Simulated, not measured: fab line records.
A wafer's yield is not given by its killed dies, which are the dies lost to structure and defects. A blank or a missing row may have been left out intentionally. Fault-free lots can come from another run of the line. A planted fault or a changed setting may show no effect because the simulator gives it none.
Matching of chambers + flow sky130 + SKY_POLY_GATE_ETCH_16 on rie-diel-03: 4 sister chambers
The step etches Si3N4 in CH3F/O2, stops on poly-Si, time 147.5 s, target depth 75 nm. 4 wafers are shown with their chamber, then 7 later ones without.

EACH WAFER AND ITS CHAMBER
| wafer  | chamber | drypump-motor-current-A (A) |
|--------|---------|-----------------------------|
| L132.4 | 2       | 5.0                         |
| L141.2 | 1       | 5.9                         |
| L144.1 | 3       | 6.2                         |
| L144.4 | 0       | 5.6                         |

WAFERS WHOSE CHAMBER IS MISSING
| wafer  | drypump-motor-current-A (A) |
|--------|-----------------------------|
| L144.5 | 5.0                         |
| L145.2 | 5.0                         |
| L145.3 | 5.6                         |
| L145.6 | 5.0                         |
| L147.1 | 6.3                         |
| L147.4 | 5.0                         |
| L147.6 | 6.3                         |

WHICH CHAMBER EACH WENT THROUGH
| wafer  | from the rows above | in truth |
|--------|---------------------|----------|
| L144.5 | 2                   | 2        |
| L145.2 | 2                   | 2        |
| L145.3 | 0                   | 0        |
| L145.6 | 2                   | 2        |
| L147.1 | 3                   | 3        |
| L147.4 | 2                   | 2        |
| L147.6 | 3                   | 3        |
Correctly placed: 7 of 7. Number that these rows cannot place: 0. Number placed wrongly: 0.
How it was worked out, from the rows above alone: a wafer's distance from a chamber is the root of the sum, over the readings, of the square of ((its reading less the chamber's mean) divided by the reading's scatter). The wafer belongs to the nearest chamber; if the next one is less than 2 further off, it can't be placed. Each chamber's mean is taken over the wafers shown for it. The scatter: root of mean squared gap, hidden wafer to nearest shown wafer, with one shown wafer a chamber.
